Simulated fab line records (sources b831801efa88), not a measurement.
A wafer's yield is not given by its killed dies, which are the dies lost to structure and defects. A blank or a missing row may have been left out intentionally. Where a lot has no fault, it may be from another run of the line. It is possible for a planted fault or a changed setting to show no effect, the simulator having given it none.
2 desks looking at one fault || flow gf180mcu || every desk sees just its own numbers, and what lay behind them comes last

FOR THE TOOL OWNER'S DESK: lithoTrack-02
The tool's own readings at GF_HV_LDD_DEVELOP_18 (develop time 60 s): means of the sampled wafers that have a number, for each lot that ran on this tool. Any lot whose mean is over 4 standard deviations away from the usual mean is out of limits and marked OUT; that distance is given in the brackets.
Columns: A = exhaustPa at GF_HV_LDD_DEVELOP_18, usual 44.8 Pa
{"lot": "L231", "first seen here": "day 10 17:55", "A": 43.7}
{"lot": "L237", "first seen here": "day 12 15:31", "A": 43.5}
{"lot": "L240", "first seen here": "day 13 15:11", "A": 45.2}
{"lot": "L244", "first seen here": "day 14 20:50", "A": 43.9}
{"lot": "L250", "first seen here": "day 17 06:08", "A": 45.3}
{"lot": "L252", "first seen here": "day 17 16:02", "A": 44.1}
This desk's verdict: no lot among the 6 shows anything out of limits.

AT THE METROLOGY DESK
Means of the sampled wafers that have a number, per lot and without regard to the tool the lot ran on: this is what the gauges read. Any lot whose mean is over 4 standard deviations away from the usual mean is out of limits and marked OUT; that distance is given in the brackets.
Columns: A = HV_LDD_OVL at GF_HV_LDD_OVL_MEAS_08, usual 1.1 nm; B = cdNm at GF_HV_LDD_CD_MEAS_19, usual 399.6 nm; C = cdNm at GF_HV_LDD_CD_MEAS_31, usual 399.9 nm
{"lot": "L231", "first seen here": "day 9 23:34", "A": 1.9, "B": 403.1, "C": 399.1}
{"lot": "L232", "first seen here": "day 10 10:53", "A": 2.1, "B": 398.7, "C": 399.7}
{"lot": "L234", "first seen here": "day 10 21:29", "A": -0.3, "B": 403.2, "C": 399.4}
{"lot": "L237", "first seen here": "day 11 19:47", "A": 0.7, "B": 398.8, "C": 397.8}
{"lot": "L240", "first seen here": "day 12 19:30", "A": 1.7, "B": "352.2 (-17) OUT", "C": 399.4}
{"lot": "L244", "first seen here": "day 13 23:48", "A": 2.1, "B": "354.9 (-16) OUT", "C": 400.1}
{"lot": "L247", "first seen here": "day 15 03:10", "A": 2.3, "B": 400.0, "C": 401.2}
{"lot": "L249", "first seen here": "day 15 22:33", "A": 2.3, "B": 399.2, "C": 401.5}
{"lot": "L250", "first seen here": "day 16 07:13", "A": 1.5, "B": 398.9, "C": 401.8}
{"lot": "L251", "first seen here": "day 16 07:31", "A": 0.2, "B": 397.9, "C": 397.0}
{"lot": "L252", "first seen here": "day 16 17:13", "A": 0.6, "B": 397.7, "C": 402.2}
{"lot": "L253", "first seen here": "day 16 23:00", "A": 1.5, "B": 402.2, "C": 399.6}
{"lot": "L254", "first seen here": "day 17 10:56", "A": 2.0, "B": 396.1, "C": 398.0}
This desk's verdict: out of limits on L240, L244, starting with L240 at day 13 15:19 (cdNm at GF_HV_LDD_CD_MEAS_19). L231, L232, L234, L237, L247, L249, L250, L251, L252, L253, L254: within limits.

PUT TOGETHER
At day 13 15:19 the metrology desk could have sounded an alarm, on L240, L244.
The desk of the tool owner found nothing out of limits.
The tool owner's desk has L240, L244 on record, within its limits.
Of the lots named, all ran GF_HV_LDD_DEVELOP_18 on lithoTrack-02.

WHAT THE SIMULATOR HAD PUT IN
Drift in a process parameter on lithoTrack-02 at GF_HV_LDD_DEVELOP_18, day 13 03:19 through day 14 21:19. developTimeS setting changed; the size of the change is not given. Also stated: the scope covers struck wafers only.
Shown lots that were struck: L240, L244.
Time in hours between the start of the fault and the first out-of-limits reading at each desk: metrology desk, 12.
